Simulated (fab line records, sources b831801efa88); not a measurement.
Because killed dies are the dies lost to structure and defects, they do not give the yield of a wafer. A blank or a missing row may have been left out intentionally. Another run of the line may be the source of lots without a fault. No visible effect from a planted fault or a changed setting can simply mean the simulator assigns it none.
What tool caused it? | flow sky130 | 36 wafers sampled from 12 lots at 1 step of a route of 708

## WHAT THE GAUGES READ, wafer by wafer
SKY_POLY_GATE_THK_MEAS_21.
lot  | measured     | on           | POLY_GATE_OXIDATION_THK (nm)
L311 | day 16 15:17 | filmMetro-02 | 3.89 3.92 3.98
L313 | day 17 03:58 | filmMetro-01 | 3.87 3.90 3.99
L314 | day 17 10:32 | filmMetro-03 | 4.11 4.05 4.03
L316 | day 18 06:44 | filmMetro-02 | 4.09 4.05 4.12
L319 | day 19 01:52 | filmMetro-02 | 3.96 3.85 3.96
L318 | day 19 06:50 | filmMetro-01 | 4.09 4.06 4.03
L320 | day 19 17:31 | filmMetro-03 | 3.93 3.96 3.88
L322 | day 20 12:26 | filmMetro-02 | 4.02 4.09 4.05
L327 | day 23 13:49 | filmMetro-03 | 4.21 4.18 4.25
L329 | day 24 01:25 | filmMetro-03 | 3.98 3.97 3.99
L333 | day 24 14:28 | filmMetro-01 | 4.11 4.11 4.11
L334 | day 25 02:43 | filmMetro-01 | 3.92 4.03 3.97

## TOOL THAT RAN EACH LOT (tool first, then ch and the chambers of the sampled wafers, then the start)
No process step before these readings appears in the record.

## AS READ BY THE TOOLS THEMSELVES (means over the sampled wafers that have a number; for cases with no such wafer, the mark the record gives instead)
The record holds no such reading with a usual standard deviation.

## THE ANSWER, worked out from the rows above alone
Rule: what is usual is taken from the lots themselves. Put in order of their means at a reading, lots are off if they are a third of the lots or fewer, leave a main group of 4 or more, and stand apart from it by a gap of 3 or more times the standard deviation of the main group's means; of several such gaps the widest counts. If all means in a main group match to the digits the tables above print for the reading, that group is not used. A lot without any number at a reading at which 4 lots or more have one is off too. Where the step has rows for the other lots, those lots are counted as sound. After the gauges, taken in route order, come the tools' own readings; for these a lot's mean is taken, as printed above. The first step at which some lot is off is used, and at that step the reading that is off furthest; a lot without a number counts as furthest.
No lot is off on any of the readings shown, so nothing can be concluded from this.

## WHAT HAD BEEN PUT IN BY THE SIMULATOR
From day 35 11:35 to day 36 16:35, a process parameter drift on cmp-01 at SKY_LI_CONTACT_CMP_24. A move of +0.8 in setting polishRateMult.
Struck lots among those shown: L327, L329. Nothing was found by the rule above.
